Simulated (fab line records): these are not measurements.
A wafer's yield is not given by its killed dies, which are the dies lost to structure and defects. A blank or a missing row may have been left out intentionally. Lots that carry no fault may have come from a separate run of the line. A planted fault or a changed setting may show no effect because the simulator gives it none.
Matching of chambers	flow sky130	cmp-01 running SKY_VIA2_CMP_02: 4 sister chambers
The step polishes SiO2. 8 wafers are shown with their chamber, then 12 later ones without.

## WAFERS, EACH WITH ITS CHAMBER
wafer	chamber	motor_current_A (A)
L086.4	3	15.4
L086.2	0	11.2
L088.1	1	11.2
L088.5	2	13.9
L088.6	1	10.7
L088.2	2	13.3
L088.3	0	10.9
L088.4	3	14.8

## WAFERS WITH NO CHAMBER GIVEN
wafer	motor_current_A (A)
L090.1	14.7
L090.2	10.9
L090.3	10.6
L090.4	14.4
L090.5	14.0
L090.6	10.9
L092.4	13.5
L092.5	13.6
L092.6	11.2
L089.2	11.1
L089.4	11.6
L089.5	13.7

## THE CHAMBER EACH PASSED THROUGH
wafer	from the rows above	in truth
L090.1	can't be placed: 3 or 2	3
L090.2	can't be placed: 1 or 0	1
L090.3	can't be placed: 1 or 0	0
L090.4	can't be placed: 3 or 2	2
L090.5	can't be placed: 2 or 3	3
L090.6	can't be placed: 1 or 0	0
L092.4	2	2
L092.5	2	2
L092.6	can't be placed: 0 or 1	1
L089.2	can't be placed: 0 or 1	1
L089.4	can't be placed: 0 or 1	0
L089.5	2	2
Correct placement for 3 of the 12. Unplaceable from these rows: 9, with the true chamber sitting among the candidates in 9. Wrongly placed: 0.
How it was worked out, from the rows above alone: a wafer's distance from a chamber is the root of the sum, over the readings, of the square of ((its reading less the chamber's mean) divided by the reading's scatter). The wafer belongs to the nearest chamber; if the next one is less than 2 further off, it can't be placed. The mean given for a chamber averages the wafers shown for that chamber. How the scatter is found: for the shown wafers, subtract from each reading the mean of its chamber, square and add these, divide the total by (wafers less chambers), then take the root.
